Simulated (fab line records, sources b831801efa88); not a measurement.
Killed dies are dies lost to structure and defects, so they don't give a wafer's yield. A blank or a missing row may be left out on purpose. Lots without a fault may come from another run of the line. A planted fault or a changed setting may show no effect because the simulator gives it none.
Chamber matching | flow sky130 | SKY_VIA2_ETCH_15 on rie_diel-04: 4 sister chambers
The step etches SiO2 in C4F8/O2/Ar, stops on TiN, target depth 546 nm, time 84 s. 8 wafers are shown with their chamber, then 9 later ones without.

WAFERS WITH THEIR CHAMBER
wafer  | chamber | oes_product_au (a.u.)
L075.3 | 3       | 0.936
L083.3 | 3       | 0.938
L085.4 | 0       | 0.935
L085.5 | 2       | 0.943
L085.6 | 1       | 0.941
L087.1 | 1       | 0.932
L087.2 | 2       | 0.936
L087.3 | 0       | 0.946

WAFERS WITHOUT THEIR CHAMBER
wafer  | oes_product_au (a.u.)
L089.1 | 0.934
L089.2 | 0.939
L089.3 | 0.947
L089.4 | 0.941
L089.5 | 0.940
L089.6 | 0.942
L095.1 | 0.938
L095.3 | 0.945
L095.4 | 0.942

WHICH CHAMBER EACH WENT THROUGH
wafer  | from the rows above               | in truth
L089.1 | can't be placed: 1 or 3 or 2 or 0 | 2
L089.2 | can't be placed: 2 or 0 or 3 or 1 | 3
L089.3 | can't be placed: 0 or 2 or 3 or 1 | 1
L089.4 | can't be placed: 0 or 2 or 3 or 1 | 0
L089.5 | can't be placed: 2 or 0 or 3 or 1 | 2
L089.6 | can't be placed: 0 or 2 or 3 or 1 | 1
L095.1 | can't be placed: 3 or 1 or 2 or 0 | 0
L095.3 | can't be placed: 0 or 2 or 3 or 1 | 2
L095.4 | can't be placed: 0 or 2 or 3 or 1 | 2
Placed correctly: 0 of 9. Can't be placed from these rows: 9 (the true chamber is among the candidates in 9). Placed wrongly: 0.
How it was worked out, from the rows above alone: a wafer's distance from a chamber is the root of the sum, over the readings, of the square of ((its reading less the chamber's mean) divided by the reading's scatter). The wafer belongs to the nearest chamber; if the next one is less than 2 further off, it can't be placed. A chamber's mean is the mean of its shown wafers. The scatter: the root of (the sum of the squares of (reading less its chamber's mean) over the shown wafers, divided by (wafers less chambers)).
